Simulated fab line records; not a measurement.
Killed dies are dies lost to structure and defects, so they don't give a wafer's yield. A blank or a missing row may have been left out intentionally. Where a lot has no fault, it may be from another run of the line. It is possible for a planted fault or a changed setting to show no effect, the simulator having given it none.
fab line records    flow sky130    part 2 of 2: steps 25 to 36 of 36
record lots=5  wafers=15  lastDay=49
route steps=708 shown FIELD_ISO@14 NWELL@32 DNWELL@35 PWDE@45
lots untouched by any fault: they come from a run of this same line in which no faults occurred
startH: hours from the record's opening day to when the first of the lot's shown wafers began    waitH: time in hours since the lot's previous step    " identical to the entry in the row above    L1.1+2: one row covering several wafers at once    - no value, or no start was given    * or withheld: withheld    < > ~ a bound
route shown NAME@n: names a module that has steps shown in the file, with the first one's number in the route    usual: mean/standard deviation taken from wafers without a fault    same: alike in all rows    chamber/n: place in a boat    sites: each site's reading    _std_site: how widely they spread, as a standard deviation    _edge_site: the outer-site mean with the inner-site mean subtracted    radiusMm: for every site, how far away it sits from the centre of the wafer    mask NAME#n: copy n    behind: the last tool/chamber to shape the wafer    hold: reason for holding the lot/hours on hold/outcome of the hold    device: transistor that didn't switch, given as n, p or np    end of line: the tests these same wafers got at the end of their route    for a step that has no rows: nothing shown but its recipe    killed: not the wafer's yield, but the dies lost to structure and defects at the first sort    map: a wafer's dies, x killed, . not, _ none there
set.NAME: the setting the step ran with; set.NAME@STEP: the setting that earlier step ran with    model.NAME: the simulator's own value behind a step, which no gauge read
lots at selected steps of the route; one table per step, one row per wafer
services: the hour from which a tool's chamber was out of use, counted from the record's first day as startH (under 0 if before that day), plus the number of hours and why
## steps
# step SKY_DNWELL_SOFTBAKE_03
# recipe tempC=110  timeS=withheld
# usual heaterPowerTotalW=65.31/0.14
lot.wafer  tool           chamber  startH  waitH  heaterPowerTotalW
L076.2     lithoTrack-01  0        57.68   0.1    65.47
L076.4     "              0        "       "      65.29
L076.6     "              0        "       "      65.43
L077.2     lithoTrack-04  0        61.90   0.1    65.57
L077.3     "              0        "       "      65.31
L077.6     "              0        "       "      65.24
L082.2     lithoTrack-01  0        87.88   0.1    65.24
L082.4     "              0        "       "      65.39
L082.6     "              0        "       "      65.21
L084.2     lithoTrack-03  0        97.32   0.1    65.31
L084.4     "              0        "       "      65.59
L084.6     "              0        "       "      65.23
L093.1     lithoTrack-04  0        147.46  0.1    65.16
L093.4     "              0        "       "      65.11
L093.6     "              0        "       "      65.29
# step SKY_DNWELL_EXPOSE_04
# recipe maskId=DNM  na=0.57  targetCdNm=3000  doseMj=222
# same na=0.57
lot.wafer   tool             chamber  startH  waitH  mask
L076.2+4+6  ilineStepper-01  0        -       -      DNM#0
L077.2+3+6  ilineStepper-02  0        -       -      DNM#0
L082.2+4+6  ilineStepper-01  0        -       -      DNM#0
L084.2+4+6  ilineStepper-01  0        -       -      DNM#0
L093.1+4+6  ilineStepper-02  0        -       -      DNM#0
# step SKY_DNWELL_PEB_05
# recipe tempC=115  timeS=withheld
# usual heaterPowerTotalW=69.34/0.13
lot.wafer  tool           chamber  startH  waitH  heaterPowerTotalW
L076.2     lithoTrack-04  0        -       -      69.47
L076.4     "              0        "       "      69.21
L076.6     "              0        "       "      69.46
L077.2     lithoTrack-03  0        -       -      69.49
L077.3     "              0        "       "      69.22
L077.6     "              0        "       "      69.60
L082.2     lithoTrack-04  0        -       -      69.43
L082.4     "              0        "       "      69.48
L082.6     "              0        "       "      69.19
L084.2     lithoTrack-03  0        -       -      69.44
L084.4     "              0        "       "      69.52
L084.6     "              0        "       "      69.36
L093.1     lithoTrack-01  0        -       -      69.08
L093.4     "              0        "       "      69.16
L093.6     "              0        "       "      69.34
# step SKY_DNWELL_DEVELOP_06
# recipe wallAngleDeg=90  developer=TMAH  developTimeS=60  devTempC=23
lot.wafer   tool           chamber  startH  waitH
L076.2+4+6  lithoTrack-04  0        -       -
L077.2+3+6  lithoTrack-03  0        -       -
L082.2+4+6  lithoTrack-04  0        -       -
L084.2+4+6  lithoTrack-03  0        -       -
L093.1+4+6  lithoTrack-01  0        -       -
# step SKY_DNWELL_IMPLANT_07
# recipe species=P  energyKev=withheld  doseCm2=withheld  tiltDeg=withheld
lot.wafer   tool          chamber  startH  waitH
L076.2+4+6  implanter-02  0        65.89   -
L077.2+3+6  implanter-02  0        69.81   -
L082.2+4+6  implanter-03  0        97.24   -
L084.2+4+6  implanter-03  0        105.61  -
L093.1+4+6  implanter-03  0        158.10  -
# step SKY_DNWELL_STRIP_08
# recipe chemistry=O2/N2  powerW=1400  pressureMtorr=1500  platenTempC=withheld  o2FlowSccm=3000  n2FlowSccm=300  overashFraction=0.5
# usual drypumpMotorCurrentA=5.6/0.54  oesProductAu=0.723/0.0047  stripTimeToEndpointS=36.94/0.081
lot.wafer  tool            chamber  startH  waitH  drypumpMotorCurrentA  oesProductAu  rfHoursCounterH  stripTimeToEndpointS
L076.2     plasmaAsher-01  0        66.01   0.1    5.8                   0.728         38               36.96
L076.4     "               1        "       "      5.5                   0.720         -                36.88
L076.6     "               1        "       "      5.5                   0.728         -                36.93
L077.2     plasmaAsher-01  1        69.94   0.1    5.5                   0.718         39               36.98
L077.3     "               1        "       "      5.5                   0.725         -                37.00
L077.6     "               0        "       "      5.8                   0.715         -                36.89
L082.2     plasmaAsher-04  0        97.36   0.1    5.1                   0.725         44               36.92
L082.4     "               1        "       "      5.7                   0.728         -                36.83
L082.6     "               0        "       "      5.1                   0.725         -                36.81
L084.2     plasmaAsher-01  0        105.74  0.1    5.8                   0.721         42               37.08
L084.4     "               1        "       "      5.5                   0.722         -                36.99
L084.6     "               1        "       "      5.5                   0.724         -                37.01
L093.1     plasmaAsher-04  1        158.25  0.1    5.7                   0.734         51               36.84
L093.4     "               0        "       "      5.2                   0.727         -                36.88
L093.6     "               1        "       "      5.8                   0.725         -                36.81
# step SKY_DNWELL_TW_MEAS_09
# usual DNWELL_TW=1107/16
lot.wafer  tool          chamber  startH  waitH  DNWELL_TW
L076.2     filmMetro-03  -        66.12   0.1    1123
L076.4     "             -        "       "      1129
L076.6     "             -        "       "      1120
L077.2     filmMetro-03  -        70.05   0.1    1127
L077.3     "             -        "       "      1131
L077.6     "             -        "       "      1121
L082.2     filmMetro-03  -        97.47   0.1    1120
L082.4     "             -        "       "      1121
L082.6     "             -        "       "      1119
L084.2     filmMetro-03  -        105.85  0.1    1116
L084.4     "             -        "       "      1122
L084.6     "             -        "       "      1122
L093.1     filmMetro-03  -        158.35  0.1    1130
L093.4     "             -        "       "      1127
L093.6     "             -        "       "      1121
# step SKY_PWDE_DEHYDRATE_00
# recipe tempC=200  timeS=60
# usual heaterPowerTotalW=160.38/0.13
lot.wafer  tool           chamber  startH  waitH  heaterPowerTotalW
L076.2     lithoTrack-04  0        73.79   7.7    160.52
L076.4     "              0        "       "      160.57
L076.6     "              0        "       "      160.16
L077.2     lithoTrack-01  0        78.67   8.6    160.43
L077.3     "              0        "       "      160.31
L077.6     "              0        "       "      160.47
L082.2     lithoTrack-01  0        105.07  7.6    160.44
L082.4     "              0        "       "      160.52
L082.6     "              0        "       "      160.35
L084.2     lithoTrack-02  0        114.26  8.4    160.44
L084.4     "              0        "       "      160.36
L084.6     "              0        "       "      160.46
L093.1     lithoTrack-02  0        167.79  9.4    160.48
L093.4     "              0        "       "      160.30
L093.6     "              0        "       "      160.19
# step SKY_PWDE_HMDS_01
# recipe primeTimeS=60  primeTempC=120
lot.wafer   tool           chamber  startH  waitH
L076.2+4+6  lithoTrack-04  0        73.94   0.1
L077.2+3+6  lithoTrack-01  0        78.82   0.1
L082.2+4+6  lithoTrack-01  0        105.22  0.1
L084.2+4+6  lithoTrack-02  0        114.41  0.1
L093.1+4+6  lithoTrack-02  0        167.94  0.1
# step SKY_PWDE_COAT_02
# recipe spinRpm=2000  resistThkNm=3000
lot.wafer   tool           chamber  startH  waitH
L076.2+4+6  lithoTrack-04  0        74.09   0.1
L077.2+3+6  lithoTrack-01  0        78.97   0.1
L082.2+4+6  lithoTrack-01  0        105.37  0.1
L084.2+4+6  lithoTrack-02  0        114.56  0.1
L093.1+4+6  lithoTrack-02  0        168.09  0.1
# step SKY_PWDE_SOFTBAKE_03
# recipe tempC=110  timeS=withheld
# usual heaterPowerTotalW=65.33/0.14
lot.wafer  tool           chamber  startH  waitH  heaterPowerTotalW
L076.2     lithoTrack-04  0        74.25   0.1    65.12
L076.4     "              0        "       "      65.44
L076.6     "              0        "       "      65.32
L077.2     lithoTrack-01  0        79.13   0.1    65.22
L077.3     "              0        "       "      65.57
L077.6     "              0        "       "      65.43
L082.2     lithoTrack-01  0        105.53  0.1    65.20
L082.4     "              0        "       "      65.12
L082.6     "              0        "       "      65.20
L084.2     lithoTrack-02  0        114.72  0.1    65.37
L084.4     "              0        "       "      65.44
L084.6     "              0        "       "      65.47
L093.1     lithoTrack-02  0        168.24  0.1    65.44
L093.4     "              0        "       "      65.43
L093.6     "              0        "       "      65.52
# step SKY_PWDE_EXPOSE_04
# recipe maskId=PWDEM  na=0.6  sourceShape=conventional  sigmaOuter=0.6  polarization=unpolarized  targetCdNm=840  doseMj=214
# same na=0.6
lot.wafer   tool             chamber  startH  waitH  mask
L076.2+4+6  ilineStepper-02  0        -       -      PWDEM#0
L077.2+3+6  ilineStepper-01  0        -       -      PWDEM#0
L082.2+4+6  ilineStepper-02  0        -       -      PWDEM#0
L084.2+4+6  ilineStepper-02  0        -       -      PWDEM#0
L093.1+4+6  ilineStepper-01  0        -       -      PWDEM#0
## services
tool             chamber  startH  hours  kind
plasmaAsher-01   -        21.31   2.8    pm
furnace-02       -        21.63   3.9    pm
implanter-03     -        33.10   2.2    repair
rieDiel-02       1        34.75   7.1    repair
ilineStepper-02  -        38.59   1.7    pm
furnace-01       -        39.82   3.5    pm
hdpcvd-02        -        45.12   2.7    repair
hdpcvd-02        -        66.84   15.0   pm
hdpcvd-02        -        84.30   0.5    repair
hdpcvd-02        -        84.62   0.4    repair
wetBench-04      -        96.08   3.1    repair
hdpcvd-02        -        96.44   6.0    pm
rieDiel-02       2        98.14   14.9   repair
rieDiel-02       0        105.15  4.1    repair
cmp-01           -        108.34  2.9    repair
plasmaAsher-01   -        108.75  9.0    pm
wetBench-02      -        116.13  37.6   pm
ilineStepper-02  -        116.97  11.8   repair
cmp-01           -        117.48  3.2    repair
cmp-01           -        124.81  3.7    repair
hdpcvd-02        -        126.59  4.3    pm
ilineStepper-01  -        141.27  1.7    pm
furnace-01       -        156.84  3.7    pm
furnace-02       -        167.98  3.2    pm
